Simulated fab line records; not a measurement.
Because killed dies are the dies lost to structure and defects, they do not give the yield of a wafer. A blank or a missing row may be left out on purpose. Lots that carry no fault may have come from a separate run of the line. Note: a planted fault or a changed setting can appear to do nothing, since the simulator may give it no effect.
Chamber matching | flow gf180mcu | GF_CONTACT_CVD_02 on pecvd-04: 3 sister chambers
The step deposits SiO2 from TEOS, target thk 860 nm, time 95.992 s. 3 wafers are shown with their chamber, then 7 later ones without.

WAFERS WITH THEIR CHAMBER
wafer  | chamber | heater power w (W)
L409.6 | 2       | 763
L413.2 | 1       | 668
L413.3 | 0       | 654

WAFERS MISSING THEIR CHAMBER
wafer  | heater power w (W)
L413.4 | 735
L416.1 | 754
L416.4 | 533
L416.6 | 647
L414.2 | 643
L414.3 | 798
L414.5 | 822

WHICH CHAMBER EACH ONE RAN IN
wafer  | from the rows above          | in truth
L413.4 | can't be placed: 2 or 1 or 0 | 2
L416.1 | can't be placed: 2 or 1 or 0 | 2
L416.4 | can't be placed: 0 or 1      | 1
L416.6 | can't be placed: 0 or 1      | 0
L414.2 | can't be placed: 0 or 1      | 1
L414.3 | can't be placed: 2 or 1      | 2
L414.5 | can't be placed: 2 or 1      | 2
Placed correctly: 0 of 7. From these rows, 7 cannot be placed; in 7 the true chamber is one of the candidates. Number placed wrongly: 0.
How it was worked out, from the rows above alone: a wafer's distance from a chamber is the root of the sum, over the readings, of the square of ((its reading less the chamber's mean) divided by the reading's scatter). If the next closest chamber is less than 2 further off than the closest, the wafer can't be placed; otherwise it belongs to the closest. The mean given for a chamber averages the wafers shown for that chamber. The scatter (one wafer shown for each chamber): square how far every hidden wafer sits from the nearest shown wafer, average those squares and take the square root.
